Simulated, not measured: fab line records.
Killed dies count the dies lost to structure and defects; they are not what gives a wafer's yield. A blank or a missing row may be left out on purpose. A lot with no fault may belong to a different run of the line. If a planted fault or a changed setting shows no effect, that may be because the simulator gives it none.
Which tool was responsible? | flow sky130 | 18 wafers from 6 lots sampled at 3 of the route's 708 steps

## WHAT EACH GAUGE READ, for each wafer
SKY_CAP2M_THK_MEAS_01.
lot  | measured     | on           | CAP2M_CVD_00_THK (nm)
L254 | day 41 02:16 | filmMetro-01 | 15.46 15.70 15.45
L256 | day 41 14:17 | filmMetro-04 | 15.35 15.35 15.49
L258 | day 42 08:41 | filmMetro-03 | 15.84 15.76 15.80
L263 | day 43 13:46 | filmMetro-01 | 15.31 15.73 15.41
L269 | day 45 04:11 | filmMetro-03 | 5.58 5.69 5.54 5.62 5.71 5.58
L274 | day 46 16:09 | filmMetro-04 | 15.49 15.61 15.40

## EACH LOT AND THE TOOL THAT RAN IT (in order: tool; ch and the chambers of the sampled wafers; start)
lot  | SKY_METAL3_METAL_ETCH_18         | SKY_CAP2M_CVD_00
L254 | rieMetal-03 ch 0,1, day 39 23:31 | pecvd-03 ch 0,1,2, day 41 02:14
L256 | rieMetal-01 ch 0,1, day 40 10:47 | pecvd-03 ch 1,2, day 41 14:16
L258 | rieMetal-04 ch 0,1, day 41 06:08 | pecvd-04 ch 0,1,2, day 42 08:39
L263 | rieMetal-04 ch 0,1, day 42 11:29 | pecvd-01 ch 0,2, day 43 13:43
L269 | rieMetal-03 ch 0,1, day 44 03:20 | pecvd-03 ch 1,2, day 45 04:10
L274 | rieMetal-03 ch 1, day 45 16:13   | pecvd-01 ch 0,1, day 46 16:08
- SKY_METAL3_METAL_ETCH_18: etches the open film in Cl2/BCl3, stops on SiO2, target depth 845 nm, time 183.1 s.
- SKY_CAP2M_CVD_00: deposits SiO2, target thk 15.5 nm.

## THE ANSWER, worked out from the rows above alone
Rule: the usual values come from the lots themselves. Put in order of their means at a reading, lots are off if they are a third of the lots or fewer, leave a main group of 4 or more, and stand apart from it by a gap of 3 or more times the standard deviation of the main group's means; of several such gaps the widest counts. A main group is skipped when, at the precision printed for the reading in the tables above, its means are all equal. Also off: a lot with no number at a reading for which 4 or more lots have one. Any other lot the step has rows for is counted as sound.
Off: L269, at SKY_CAP2M_THK_MEAS_01 (CAP2M_CVD_00_THK). The main group has a mean of 15.54 nm with a standard deviation of 0.14.
If a tool, at a process step before that reading, ran all the lots that are off and no sound lot after the first of them, it fits. Gauges at SKY_CAP2M_THK_MEAS_01: tried the same way as those tools. This does not decide it: 2 tools fit, namely pecvd-03 at SKY_CAP2M_CVD_00 and filmMetro-03 at SKY_CAP2M_THK_MEAS_01.

## WHAT THE SIMULATOR PUT IN
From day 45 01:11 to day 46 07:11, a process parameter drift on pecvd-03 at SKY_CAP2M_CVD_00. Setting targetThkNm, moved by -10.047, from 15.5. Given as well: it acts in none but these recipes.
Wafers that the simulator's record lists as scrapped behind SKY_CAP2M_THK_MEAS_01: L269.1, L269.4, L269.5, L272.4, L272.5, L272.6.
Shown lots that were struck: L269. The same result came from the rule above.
